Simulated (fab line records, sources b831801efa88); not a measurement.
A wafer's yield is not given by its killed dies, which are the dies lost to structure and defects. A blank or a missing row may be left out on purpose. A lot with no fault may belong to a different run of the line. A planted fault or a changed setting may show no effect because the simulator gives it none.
A lot that was struck, set against a sound lot -- flow sfqLine -- 18 out of 325 route steps
Sound: these wafers, L926.1, L926.2, L926.5. The struck wafers were L943.2, L943.4, L943.5. The cause is named last.
For every step that has rows: the tool of each side, followed by ch and its chambers, followed by its first start. Under that, the readings that differ: sound wafers -- struck wafers -- difference of the means -- sigmas: that difference in standard deviations of wafers without a fault.
alike: same words and numbers on both sides, and readings whose means sit less than 2 such deviations apart. not compared: any withheld reading, any reading some wafer has no value for, any bound like >300 that may hide the same value, and any number with overlapping values for which the record gives no deviation.
The two part at a step that has a row with sigmas, a row that says differs or no value, or rows on one side only. When numbers do not overlap yet have no deviation, they are printed without sigmas and do not part them. A reading that every wafer of one side lacks parts them only if that side has two wafers or more.

SFQ_TRILAYER_M6_BARC_OPEN_METAL_ETCH_206: etches BARC in O2, target depth 125 nm, time 41.7 s.
  sound on rieMetal-01 ch 0,1, day 68 05:16; struck on rieMetal-03 ch 0, day 80 04:49
  alike: drypumpMotorCurrentA, oesProductAu, rfFwdPowerW
  not compared: rfHoursCounterH
then, 1 step without rows for these wafers: SFQ_TRILAYER_M6_ETCH_METAL_ETCH_162 (etches Nb in Cl2/Ar, stops on SiO2, target depth 240 nm, time 120 s).
SFQ_TRILAYER_M6_STRIP_STRIP_163: strips in O2.
  sound on rieMetal-01 ch 0,1, day 68 05:27; struck on rieMetal-03 ch 0, day 80 05:22
  alike: drypumpMotorCurrentA, oesProductAu
  not compared: rfHoursCounterH
then, 1 step without rows for these wafers: SFQ_TRILAYER_M6_STRIP_SOLV_CLEAN_164 (cleans in NMP, time 600 s).
SFQ_TRILAYER_I6_DEP_PECVD_165: deposits SiO2 from SiH4/N2O, time 111.11 s, target thk 500 nm.
  sound on pecvd-01 ch 1,2, day 68 06:14; struck on pecvd-03 ch 0,1,2, day 80 06:32
  alike: chamberPressureTorr, heaterPowerW, rfFwdPowerW, showerheadVppV, throttleValvePct
SFQ_TRILAYER_I6_CMP_CMP_166: polishes SiO2.
  sound on cmp-02 ch 0,3, day 68 06:51; struck on cmp-01 ch 1,2,3, day 80 06:37
  alike: motorCurrentA, timeToEndpointS
SFQ_I6_BOW_MEAS_941:
  sound: filmMetro-02 at day 68 09:21; struck: filmMetro-04 at day 80 09:38
  alike: I6_BOW
SFQ_TRILAYER_I6_METRO_MEASURE_167:
  sound: filmMetro-02 at day 68 09:28; struck: filmMetro-04 at day 80 09:56
  alike: thkNm
then, 4 steps without rows for these wafers: SFQ_TRILAYER_I6_VIA_LITHO_COAT_174 (resist thk 62 nm); SFQ_TRILAYER_I6_VIA_LITHO_COAT_169 (resist thk 650 nm); SFQ_TRILAYER_I6_VIA_LITHO_SOFTBAKE_173; SFQ_TRILAYER_I6_VIA_LITHO_EXPOSE_170 (exposes mask I6, target cd 700 nm).
-- the record jumps here: 4 days lie between the struck wafers' starts before and after --
SFQ_TRILAYER_I6_VIA_LITHO_PEB_172: peb time 60 s.
  sound on lithoTrack-04 ch 0, day 68 18:06; struck on lithoTrack-01 ch 0, day 84 18:28
  alike: heaterPowerTotalW, resistLineTempC
then, 1 step without rows for these wafers: SFQ_TRILAYER_I6_VIA_LITHO_DEVELOP_171 (time 60 s).
SFQ_I6_OVL_MEAS_942:
  sound: overlay-01 at day 68 18:24; struck: overlay-01 at day 84 18:45
  alike: I6_OVL
SFQ_TRILAYER_I6_VIA_BARC_OPEN_VIA_ETCH_235: etches BARC in O2, target depth 125 nm, time 41.7 s.
  sound on rieDiel-04 ch 0,2,3, day 68 18:26; struck on rieDiel-02 ch 0,1,2, day 84 18:47
reading,sound,struck,difference,sigmas
model.I6.cdNm (nm),697.3 699.4 698.8,722.9 721 723,+23.8,
  alike: drypumpMotorCurrentA, oesProductAu, rfFwdPowerW
  not compared: rfHoursCounterH
SFQ_TRILAYER_I6_VIA_ETCH_VIA_ETCH_172: etches SiO2 in CHF3, stops on Nb, target depth 260 nm.
  sound on rieDiel-04 ch 0,2,3, day 68 18:28; struck on rieDiel-02 ch 0,1,2, day 84 18:49
reading,sound,struck,difference,sigmas
model.I6.cdNm (nm),695.9 702.9 698.1,723.6 721.4 725.4,+24.5,
  alike: drypumpMotorCurrentA, oesProductAu, rfFwdPowerW
then, 1 step without rows for these wafers: SFQ_TRILAYER_I6_VIA_STRIP_STRIP_173 (strips in O2).

## WHERE THEY PART
Nowhere in this record.

WHY: the cause the simulator had injected
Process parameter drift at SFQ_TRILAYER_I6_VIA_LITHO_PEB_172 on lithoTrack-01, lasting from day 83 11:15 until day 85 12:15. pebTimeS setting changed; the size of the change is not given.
